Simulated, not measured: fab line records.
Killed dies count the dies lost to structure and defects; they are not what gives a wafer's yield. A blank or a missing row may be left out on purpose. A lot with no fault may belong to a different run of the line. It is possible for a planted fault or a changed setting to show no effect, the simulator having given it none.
Which tool was responsible? :: flow sky130 :: 15 lots, 45 wafers sampled, at 4 steps of a route of 708

WHAT THE GAUGES SHOWED, per wafer
SKY_VIA2_THK_MEAS_01. Usual: VIA2_HDPCVD_THK 1176 nm, standard deviation 13.
lot: L164
measured: day 35 15:03
on: filmMetro-03
VIA2_HDPCVD_THK (nm): 1177 1184 1181
flag: 

lot: L166
measured: day 36 03:47
on: filmMetro-04
VIA2_HDPCVD_THK (nm): 1159 1157 1164
flag: 

lot: L167
measured: day 36 10:19
on: filmMetro-01
VIA2_HDPCVD_THK (nm): 1172 1178 1179
flag: 

lot: L169
measured: day 38 04:42
on: filmMetro-01
VIA2_HDPCVD_THK (nm): 1171 1173 1165
flag: 

lot: L172
measured: day 39 10:08
on: filmMetro-04
VIA2_HDPCVD_THK (nm): 1159 1164 1165
flag: 

lot: L175
measured: day 40 01:01
on: filmMetro-03
VIA2_HDPCVD_THK (nm): 1163 1159 1179
flag: 

lot: L174
measured: day 40 07:39
on: filmMetro-04
VIA2_HDPCVD_THK (nm): 1166 1170 1186
flag: 

lot: L176
measured: day 40 12:10
on: filmMetro-04
VIA2_HDPCVD_THK (nm): 1174 1173 1169
flag: 

lot: L177
measured: day 40 15:26
on: filmMetro-04
VIA2_HDPCVD_THK (nm): 1186 1191 1186
flag: 

lot: L181
measured: day 41 03:31
on: filmMetro-03
VIA2_HDPCVD_THK (nm): 1196 1190 1175
flag: 

lot: L180
measured: day 41 08:13
on: filmMetro-04
VIA2_HDPCVD_THK (nm): 1196 1202 1187
flag: 

lot: L183
measured: day 41 14:10
on: filmMetro-04
VIA2_HDPCVD_THK (nm): 1159 1171 1174
flag: 

lot: L182
measured: day 41 17:40
on: filmMetro-04
VIA2_HDPCVD_THK (nm): 1185 1176 1199
flag: 

lot: L185
measured: day 41 20:44
on: filmMetro-04
VIA2_HDPCVD_THK (nm): 1174 1164 1190
flag: 

lot: L186
measured: day 42 06:04
on: filmMetro-01
VIA2_HDPCVD_THK (nm): 1180 1175 1170
flag: 

SKY_VIA2_CD_MEAS_12: the cd target is 200 nm. Usual: cdNm 200.1 nm, standard deviation 1.5.
lot: L164
measured: day 36 18:07
on: cdSem-01
cdNm (nm): 199.2 200.1 198.7
flag: 

lot: L166
measured: day 37 07:19
on: cdSem-02
cdNm (nm): 201.9 201.9 202.1
flag: 

lot: L167
measured: day 37 13:07
on: cdSem-01
cdNm (nm): 201.0 200.0 201.3
flag: 

lot: L169
measured: day 39 06:49
on: cdSem-01
cdNm (nm): 198.5 201.1 200.2
flag: 

lot: L172
measured: day 40 11:22
on: cdSem-02
cdNm (nm): 200.9 201.9 200.9
flag: 

lot: L175
measured: day 41 01:29
on: cdSem-01
cdNm (nm): 200.2 202.1 201.5
flag: 

lot: L174
measured: day 41 08:25
on: cdSem-01
cdNm (nm): - - -
flag: OFF

lot: L176
measured: day 41 12:50
on: cdSem-01
cdNm (nm): - - -
flag: OFF

lot: L177
measured: day 41 15:34
on: cdSem-02
cdNm (nm): - - -
flag: OFF

lot: L181
measured: day 42 03:14
on: cdSem-01
cdNm (nm): 199.6 198.4 197.9
flag: 

lot: L180
measured: day 42 07:53
on: cdSem-01
cdNm (nm): 199.6 199.2 200.3
flag: 

lot: L183
measured: day 42 14:26
on: cdSem-01
cdNm (nm): 199.8 199.3 198.6
flag: 

lot: L182
measured: day 42 17:18
on: cdSem-02
cdNm (nm): 201.8 201.6 201.0
flag: 

lot: L185
measured: day 42 20:35
on: cdSem-02
cdNm (nm): 198.8 200.2 198.8
flag: 

lot: L186
measured: day 43 05:46
on: cdSem-01
cdNm (nm): 201.2 201.0 200.7
flag: 

WHICH TOOL RAN EACH LOT (tool, then ch and the chambers of the sampled wafers, then the start)
lot: L164
SKY_METAL2_SPUTTER_00: pvdSputter-02, day 34 11:17
SKY_VIA2_PEB_10: lithoTrack-02 ch 0, day 36 17:00

lot: L166
SKY_METAL2_SPUTTER_00: pvdSputter-02, day 35 00:02
SKY_VIA2_PEB_10: lithoTrack-03 ch 0, day 37 06:00

lot: L167
SKY_METAL2_SPUTTER_00: pvdSputter-02, day 35 06:29
SKY_VIA2_PEB_10: lithoTrack-02 ch 0, day 37 12:00

lot: L169
SKY_METAL2_SPUTTER_00: pvdSputter-01, day 37 00:50
SKY_VIA2_PEB_10: lithoTrack-01 ch 0, day 39 06:00

lot: L172
SKY_METAL2_SPUTTER_00: pvdSputter-04, day 38 07:20
SKY_VIA2_PEB_10: lithoTrack-03 ch 0, day 40 11:00

lot: L175
SKY_METAL2_SPUTTER_00: pvdSputter-02, day 38 22:56
SKY_VIA2_PEB_10: lithoTrack-01 ch 0, day 41 01:00

lot: L174
SKY_METAL2_SPUTTER_00: pvdSputter-01, day 39 05:52
SKY_VIA2_PEB_10: lithoTrack-02, day 41 08:00

lot: L176
SKY_METAL2_SPUTTER_00: pvdSputter-02, day 39 08:40
SKY_VIA2_PEB_10: lithoTrack-03, day 41 12:00

lot: L177
SKY_METAL2_SPUTTER_00: pvdSputter-02, day 39 13:54
SKY_VIA2_PEB_10: lithoTrack-02, day 41 15:00

lot: L181
SKY_METAL2_SPUTTER_00: pvdSputter-01, day 40 02:45
SKY_VIA2_PEB_10: lithoTrack-03 ch 0, day 42 02:00

lot: L180
SKY_METAL2_SPUTTER_00: pvdSputter-04, day 40 06:20
SKY_VIA2_PEB_10: lithoTrack-03 ch 0, day 42 07:00

lot: L183
SKY_METAL2_SPUTTER_00: pvdSputter-01, day 40 13:10
SKY_VIA2_PEB_10: lithoTrack-02 ch 0, day 42 14:00

lot: L182
SKY_METAL2_SPUTTER_00: pvdSputter-01, day 40 16:34
SKY_VIA2_PEB_10: lithoTrack-03 ch 0, day 42 16:00

lot: L185
SKY_METAL2_SPUTTER_00: pvdSputter-01, day 40 19:44
SKY_VIA2_PEB_10: lithoTrack-01 ch 0, day 42 20:00

lot: L186
SKY_METAL2_SPUTTER_00: pvdSputter-02, day 41 04:47
SKY_VIA2_PEB_10: lithoTrack-03 ch 0, day 43 05:00
- SKY_METAL2_SPUTTER_00: material Ti, target thk 15 nm, time 10 s.
- SKY_VIA2_PEB_10

WHAT THE TOOLS THEMSELVES READ (means of the sampled wafers that have a number; where no wafer has one, the mark that the record gives instead)
SKY_METAL2_SPUTTER_00. Usual: throttleValvePct 30.1 %, standard deviation 0.81.
lot: L164
tool: pvdSputter-02
throttleValvePct (%): 29.9
flag: 

lot: L166
tool: pvdSputter-02
throttleValvePct (%): 29.4
flag: 

lot: L167
tool: pvdSputter-02
throttleValvePct (%): 30.2
flag: 

lot: L169
tool: pvdSputter-01
throttleValvePct (%): 29.2
flag: 

lot: L172
tool: pvdSputter-04
throttleValvePct (%): 30.9
flag: 

lot: L175
tool: pvdSputter-02
throttleValvePct (%): 30.3
flag: 

lot: L174
tool: pvdSputter-01
throttleValvePct (%): 29.2
flag: 

lot: L176
tool: pvdSputter-02
throttleValvePct (%): 29.7
flag: 

lot: L177
tool: pvdSputter-02
throttleValvePct (%): 30.0
flag: 

lot: L181
tool: pvdSputter-01
throttleValvePct (%): 29.4
flag: 

lot: L180
tool: pvdSputter-04
throttleValvePct (%): 30.9
flag: 

lot: L183
tool: pvdSputter-01
throttleValvePct (%): 29.4
flag: 

lot: L182
tool: pvdSputter-01
throttleValvePct (%): 30.3
flag: 

lot: L185
tool: pvdSputter-01
throttleValvePct (%): 29.9
flag: 

lot: L186
tool: pvdSputter-02
throttleValvePct (%): 29.8
flag: 

SKY_VIA2_PEB_10. Usual: exhaustPa 45.1 Pa, standard deviation 0.97.
lot: L164
tool: lithoTrack-02
exhaustPa (Pa): 45.2
flag: 

lot: L166
tool: lithoTrack-03
exhaustPa (Pa): 44.6
flag: 

lot: L167
tool: lithoTrack-02
exhaustPa (Pa): 45.7
flag: 

lot: L169
tool: lithoTrack-01
exhaustPa (Pa): 45.4
flag: 

lot: L172
tool: lithoTrack-03
exhaustPa (Pa): 45.0
flag: 

lot: L175
tool: lithoTrack-01
exhaustPa (Pa): 45.5
flag: 

lot: L174
tool: lithoTrack-02
exhaustPa (Pa): -
flag: OFF

lot: L176
tool: lithoTrack-03
exhaustPa (Pa): -
flag: OFF

lot: L177
tool: lithoTrack-02
exhaustPa (Pa): -
flag: OFF

lot: L181
tool: lithoTrack-03
exhaustPa (Pa): 44.8
flag: 

lot: L180
tool: lithoTrack-03
exhaustPa (Pa): 45.3
flag: 

lot: L183
tool: lithoTrack-02
exhaustPa (Pa): 45.6
flag: 

lot: L182
tool: lithoTrack-03
exhaustPa (Pa): 46.5
flag: 

lot: L185
tool: lithoTrack-01
exhaustPa (Pa): 45.2
flag: 

lot: L186
tool: lithoTrack-03
exhaustPa (Pa): 45.6
flag: 

THE ANSWER, worked out from the rows above alone
Rule: a lot is off if the mean of its wafers that have a number lies more than 3 standard deviations from the usual mean. Also off: a lot with no number at a reading for which 4 or more lots have one. Any other lot the step has rows for is counted as sound. After the gauges, taken in route order, come the tools' own readings; for these a lot's mean is taken, as printed above. At the first step where some lot is off, the reading lying furthest off is the one used; lots without a number count as furthest.
Off at SKY_VIA2_CD_MEAS_12 (cdNm): L174, L176, L177. Without a number there: L174, L176, L177.
A tool fits if, at a process step before that reading, it ran every lot that is off, and no sound lot after the first of them. Not tried: the gauges at SKY_VIA2_CD_MEAS_12; whatever is off there is also off at SKY_VIA2_PEB_10, on other tools, and gauge error can't account for it. None of those tried fits.

WHAT THE SIMULATOR PUT IN
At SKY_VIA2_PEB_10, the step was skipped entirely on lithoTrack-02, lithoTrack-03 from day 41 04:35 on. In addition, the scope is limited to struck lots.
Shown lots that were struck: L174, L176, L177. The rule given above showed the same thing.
